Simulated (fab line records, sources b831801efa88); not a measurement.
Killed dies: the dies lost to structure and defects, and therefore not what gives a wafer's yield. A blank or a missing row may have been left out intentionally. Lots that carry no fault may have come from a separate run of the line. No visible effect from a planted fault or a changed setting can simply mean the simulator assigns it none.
A struck lot beside a sound one / flow sky130 / 21 out of 708 route steps
Sound: these wafers, L932.3, L932.5, L932.6. Struck: wafer L946.6 (left out: L946.2, L946.5 of the same lot, which were not struck); the cause appears at the end.
Each step with rows lists, per side, the tool, then ch with its chambers, then its first start. Under that, the readings that differ: sound wafers / struck wafers / difference of the means / sigmas: that difference in standard deviations of wafers without a fault.
alike: same words and numbers on both sides, and readings whose means sit less than 2 such deviations apart. not compared: any withheld reading, any reading some wafer has no value for, any bound like >300 that may hide the same value, and any number with overlapping values for which the record gives no deviation.
The two part at a step that has a row with sigmas, a row that says differs or no value, or rows on one side only. When numbers do not overlap yet have no deviation, they are printed without sigmas and do not part them. A reading missing from all wafers of one side parts the sides only when that side holds two or more wafers.

SKY_LI_CONTACT_CVD_21: deposits W, target thk 400 nm, time 120.56 s.
  sound on cvd-w-02 ch 0,1, day 32 13:40; struck on cvd-w-01 ch 1, day 36 10:16
  alike: heater-power-w
SKY_LI_CONTACT_RS_MEAS_22: a four-point-probe measurement.
  struck on film-metro-03, day 36 10:24; sound on film-metro-04, day 32 13:47
reading=LI_CONTACT_W_RS (ohm/sq); sound=0.288 0.285 0.286; struck=0.272; difference=-0.014; sigmas=-3
SKY_LI_CONTACT_THK_MEAS_23: measures by xrf.
  struck on film-metro-03, day 36 10:31; sound on film-metro-04, day 32 13:53
reading=LI_CONTACT_W_THK (nm); sound=391 395 392; struck=415; difference=+22; sigmas=+3
SKY_LI_CONTACT_CMP_24: polishes, stops on PSG, t overpolish 20 s, target thk 0 nm.
  sound on cmp-01 ch 0,3, day 32 13:56; struck on cmp-02 ch 2, day 36 10:37
reading=motor-current-A (A); sound=8.9 11.2 8.4; struck=12.5; difference=+3.0; sigmas=+3
  alike: overpolish-run-s, time-to-endpoint-s
SKY_LOCAL_INTERCONNECT_SPUTTER_00: material TiN, target thk 100 nm, time 83.3 s.
  struck on pvd-sputter-04, day 36 10:52; sound on pvd-sputter-03, day 32 14:14
  alike: chamber-pressure-pa, throttle-valve-pct
SKY_LOCAL_INTERCONNECT_RS_MEAS_01: a four-point-probe measurement.
  struck on film-metro-02, day 36 10:57; sound on film-metro-02, day 32 14:20
  alike: LOCAL_INTERCONNECT_TIN_RS
SKY_LOCAL_INTERCONNECT_THK_MEAS_02: measures by xrf.
  struck on film-metro-02, day 36 11:04; sound on film-metro-02, day 32 14:26
  alike: LOCAL_INTERCONNECT_TIN_THK
then, 5 steps without rows for these wafers: SKY_LOCAL_INTERCONNECT_DEHYDRATE_03 (time 60 s); SKY_LOCAL_INTERCONNECT_HMDS_04 (prime time 60 s); SKY_LOCAL_INTERCONNECT_COAT_05 (resist thk 60 nm); SKY_LOCAL_INTERCONNECT_COAT_06 (resist thk 450 nm); SKY_LOCAL_INTERCONNECT_SOFTBAKE_07 (time 90 s).
SKY_LOCAL_INTERCONNECT_EXPOSE_08: exposes mask LI1M, target cd 170 nm.
  sound on krf-scanner-02 ch 0, day 33 03:53; struck on krf-scanner-02 ch 0, day 37 00:34
  alike: mask
then, 2 steps without rows for these wafers: SKY_LOCAL_INTERCONNECT_PEB_09; SKY_LOCAL_INTERCONNECT_DEVELOP_10 (develop time 60 s).
SKY_LOCAL_INTERCONNECT_CD_MEAS_11 targets a cd of 170 nm.
  struck on cd-sem-02, day 37 13:33; sound on cd-sem-01, day 33 17:26
reading=cd-nm (nm); sound=169.3 169.2 169.6; struck=113.3; difference=-56.1; sigmas=-40
SKY_LOCAL_INTERCONNECT_OVL_MEAS_12:
  struck on overlay-02, day 37 13:39; sound on overlay-02, day 33 17:32
reading=LOCAL_INTERCONNECT_OVL (nm); sound=14 11 8; struck=-5; difference=-16; sigmas=-2
SKY_LOCAL_INTERCONNECT_ETCH_13: etches BARC in N2/H2, stops on SiO2, time 45.9 s, target depth 60 nm.
  sound on rie-metal-04 ch 0,1, day 33 17:35; struck on rie-metal-04 ch 0, day 37 13:41
reading=model.LOCAL_INTERCONNECT.cd-nm (nm); sound=169.6 169.7 168.7; struck=113.2; difference=-56.1; sigmas=
  alike: drypump-motor-current-A, n2-flow-sccm, oes-product-au, throttle-valve-pct
  not compared: rf-hours-counter-h
SKY_LOCAL_INTERCONNECT_METAL_ETCH_14: etches TiN in Cl2/BCl3, stops on PSG, target depth 110 nm, time 31.4 s.
  sound on rie-metal-04 ch 0,1, day 33 17:38; struck on rie-metal-04 ch 0, day 37 13:45
reading=model.LOCAL_INTERCONNECT.cd-nm (nm); sound=169.7 170 167.8; struck=113.2; difference=-56.0; sigmas=
  alike: bcl3-flow-sccm, drypump-motor-current-A, oes-product-au, throttle-valve-pct
  not compared: rf-hours-counter-h
SKY_LOCAL_INTERCONNECT_STRIP_15: strips in O2/N2.
  sound on plasma-asher-04 ch 0,1, day 33 17:43; struck on plasma-asher-03 ch 1, day 37 13:48
  alike: drypump-motor-current-A, n2-flow-sccm, oes-product-au, strip-time-to-endpoint-s
  not compared: rf-hours-counter-h
-- here the record skips 13 days between the struck wafers' starts before and after, leaving off in module LOCAL_INTERCONNECT and picking up in module PAD_OPEN (first step shown: number 708 of the route) --
SKY_PAD_OPEN_PROBE_99:
  struck on prober-01, day 51 00:17; sound on prober-01, day 48 13:40
reading=killed-at-contacts; sound=24 26 22; struck=436; difference=+412; sigmas=+72
reading=killed-dies; sound=85 87 84; struck=492; difference=+407; sigmas=+51
reading=killed-on-rim; sound=13 20 18; struck=96; difference=+79; sigmas=+20
  alike: killed_at_M0_to_M3, killed_at_M4_up, killed-at-front-end, killed-at-other, killed-open, killed-short

== WHERE THEY PART ==
At SKY_LI_CONTACT_RS_MEAS_22 first; at SKY_PAD_OPEN_PROBE_99 last (within this record only).

WHY: the cause the simulator had injected
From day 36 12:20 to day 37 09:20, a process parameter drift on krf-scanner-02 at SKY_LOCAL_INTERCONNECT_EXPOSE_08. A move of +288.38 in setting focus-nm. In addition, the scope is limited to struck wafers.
